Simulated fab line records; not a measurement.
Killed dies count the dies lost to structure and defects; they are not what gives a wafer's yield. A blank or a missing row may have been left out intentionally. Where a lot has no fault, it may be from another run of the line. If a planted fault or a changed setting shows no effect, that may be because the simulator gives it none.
Which tool is to blame? -- flow gf180mcu -- 13 lots with 39 wafers sampled at 3 steps, on a route of 602 steps

WHAT THE GAUGES SHOWED, per wafer
GF_HV_LDD_RS_MEAS_53: a four-point-probe measurement.
lot,measured,on,HV_LDD_RS (ohm/sq)
L904,day 12 10:01,film-metro-01,419.3 419.1 419.4
L907,day 13 12:19,film-metro-01,418.5 418.6 418.7
L908,day 13 20:36,film-metro-01,418.6 419.1 419.2
L910,day 14 15:07,film-metro-04,417.9 417.4 417.8
L909,day 14 15:13,film-metro-01,418.0 417.3 418.2
L911,day 15 02:21,film-metro-01,419.7 419.6 419.4
L913,day 15 12:31,film-metro-01,419.5 420.0 419.2
L915,day 16 07:44,film-metro-04,417.6 417.6 418.7
L916,day 16 09:57,film-metro-01,451.4 451.0 449.8
L917,day 16 22:07,film-metro-03,450.6 451.7 450.1
L918,day 17 00:13,film-metro-04,418.1 417.8 419.5
L924,day 19 01:27,film-metro-01,417.9 418.5 418.7
L927,day 20 04:34,film-metro-04,419.8 420.4 418.9

GF_V1_RS_MEAS_24: a four-point-probe measurement.
lot,measured,on,V1_W_RS (ohm/sq)
L904,day 18 04:08,film-metro-02,0.329 0.328 0.335
L907,day 19 13:23,film-metro-03,0.326 0.324 0.333
L908,day 19 23:02,film-metro-03,0.327 0.323 0.326
L910,day 20 18:23,film-metro-02,0.328 0.330 0.337
L909,day 20 20:11,film-metro-04,0.328 0.333 0.327
L911,day 21 07:51,film-metro-02,0.327 0.327 0.327
L913,day 21 18:34,film-metro-04,0.325 0.326 0.327
L915,day 22 14:58,film-metro-03,0.327 0.325 0.325
L916,day 22 15:41,film-metro-03,0.333 0.330 0.328
L917,day 23 05:20,film-metro-04,0.328 0.327 0.331
L918,day 23 06:46,film-metro-02,0.335 0.332 0.331
L924,day 25 05:50,film-metro-04,0.328 0.330 0.333
L927,day 26 06:24,film-metro-04,0.327 0.329 0.328

EACH LOT AND THE TOOL THAT RAN IT (in order: tool; ch and the chambers of the sampled wafers; start)
lot,GF_HV_LDD_IMPLANT_09
L904,"implanter-03 ch 0, day 10 01:46"
L907,"implanter-03 ch 0, day 11 01:14"
L908,"implanter-03 ch 0, day 11 09:01"
L910,"implanter-04 ch 0, day 12 00:55"
L909,"implanter-03 ch 0, day 12 01:05"
L911,"implanter-04 ch 0, day 12 10:47"
L913,"implanter-03 ch 0, day 12 20:29"
L915,"implanter-03 ch 0, day 13 14:06"
L916,"implanter-03 ch 0, day 13 16:14"
L917,"implanter-03 ch 0, day 14 03:01"
L918,"implanter-04 ch 0, day 14 05:41"
L924,"implanter-04 ch 0, day 16 02:15"
L927,"implanter-04 ch 0, day 17 04:05"
- GF_HV_LDD_IMPLANT_09

AS READ BY THE TOOLS THEMSELVES (means over the sampled wafers that have a number; for cases with no such wafer, the mark the record gives instead)
GF_HV_LDD_IMPLANT_09.
lot,tool,dose-ions-cm2,faraday-current-uA,tilt-deg (degrees)
L904,implanter-03,9.9997e+13,558,7.001
L907,implanter-03,1.0005e+14,556,6.991
L908,implanter-03,9.9943e+13,564,7.013
L910,implanter-04,1.0009e+14,556,7.000
L909,implanter-03,9.9983e+13,569,7.048
L911,implanter-04,9.9960e+13,569,6.980
L913,implanter-03,1.0001e+14,559,7.003
L915,implanter-03,9.9977e+13,572,6.985
L916,implanter-03,8.4180e+13,471,6.996
L917,implanter-03,8.4283e+13,477,7.019
L918,implanter-04,1.0010e+14,559,6.998
L924,implanter-04,1.0014e+14,574,7.017
L927,implanter-04,1.0006e+14,566,6.977

THE ANSWER, worked out from the rows above alone
Rule: the usual values come from the lots themselves. The widest of any qualifying gaps counts: lots, ordered by their means at a reading, are off when they make up no more than a third of the lots, leave a main group of 4 or more, and stand apart from it by 3 or more times the standard deviation of that group's means. A main group whose means are all the same, to the digits that the tables above print for the reading, isn't used. A lot without any number at a reading at which 4 lots or more have one is off too. All remaining lots with rows at the step are treated as sound. First the gauges in route order, then the tools' own readings, where a lot's mean is used as printed above. At the first step where some lot is off, the reading lying furthest off is the one used; lots without a number count as furthest.
Off: L916, L917, at GF_HV_LDD_RS_MEAS_53 (HV_LDD_RS). Main group: mean 418.7 ohm/sq, sd 0.7.
A tool fits if, at a process step before that reading, it ran every lot that is off, and no sound lot after the first of them. Not tried: the gauges at GF_HV_LDD_RS_MEAS_53; whatever is off there is also off at GF_HV_LDD_IMPLANT_09, on other tools, and gauge error can't account for it. One candidate fits, namely implanter-03 at GF_HV_LDD_IMPLANT_09. A fault onset in the window from L915 (day 13 14:06, its last sound lot) to L916 (day 13 16:14, its first lot off) fits.
The tool's own readings at GF_HV_LDD_IMPLANT_09 bear it out: on the lots that are off they differ by more than 5 times the standard deviation of the sound lots' means. dose-ions-cm2 reads 8.4232e+13 there against 1.0003e+14 on the sound lots; faraday-current-uA reads 474 there against 564 on the sound lots.

WHAT THE SIMULATOR HAD PUT IN
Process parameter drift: implanter-03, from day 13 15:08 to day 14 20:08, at GF_HV_LDD_IMPLANT_09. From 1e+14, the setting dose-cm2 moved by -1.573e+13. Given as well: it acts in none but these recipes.
Shown lots that were struck: L916, L917. This agrees with what the rule above found.
